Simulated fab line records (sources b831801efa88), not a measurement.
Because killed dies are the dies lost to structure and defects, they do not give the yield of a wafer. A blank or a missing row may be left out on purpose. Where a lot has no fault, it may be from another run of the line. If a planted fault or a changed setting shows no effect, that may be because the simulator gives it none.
What tool caused it? | flow sky130 | 18 wafers from 6 lots sampled at 2 of the route's 708 steps

== WHAT THE GAUGES READ, wafer by wafer ==
SKY_VIA3_OVL_MEAS_13.
lot  | measured     | on         | VIA3_OVL (nm)
L843 | day 40 17:46 | overlay-02 | -6 -3 -4
L851 | day 42 02:55 | overlay-02 | -7 -7 -9
L854 | day 46 08:40 | overlay-02 | -4 1 -6
L855 | day 46 08:55 | overlay-01 | 4 2 2
L857 | day 46 17:04 | overlay-02 | 8 -7 6
L859 | day 46 21:55 | overlay-01 | 0 -2 -1

== EACH LOT AND THE TOOL THAT RAN IT (in order: tool; ch and the chambers of the sampled wafers; start) ==
lot  | SKY_METAL3_SPUTTER_02
L843 | pvd_sputter-03, day 37 13:13
L851 | pvd_sputter-01, day 39 01:03
L854 | pvd_sputter-03, day 43 11:48
L855 | pvd_sputter-01, day 43 13:09
L857 | pvd_sputter-01, day 43 17:12
L859 | pvd_sputter-01, day 43 21:12
- SKY_METAL3_SPUTTER_02: material AlCu, target thk 735 nm, time 39.1 s.

== THE ANSWER, worked out from the rows above alone ==
Rule: the lots themselves supply what counts as usual. Put in order of their means at a reading, lots are off if they are a third of the lots or fewer, leave a main group of 4 or more, and stand apart from it by a gap of 3 or more times the standard deviation of the main group's means; of several such gaps the widest counts. A main group whose means are all the same, to the digits that the tables above print for the reading, isn't used. Also off: a lot with no number at a reading for which 4 or more lots have one. All remaining lots with rows at the step are treated as sound.
No lot is off on any of the readings shown, so nothing can be concluded from this.

== WHAT THE SIMULATOR HAD PUT IN ==
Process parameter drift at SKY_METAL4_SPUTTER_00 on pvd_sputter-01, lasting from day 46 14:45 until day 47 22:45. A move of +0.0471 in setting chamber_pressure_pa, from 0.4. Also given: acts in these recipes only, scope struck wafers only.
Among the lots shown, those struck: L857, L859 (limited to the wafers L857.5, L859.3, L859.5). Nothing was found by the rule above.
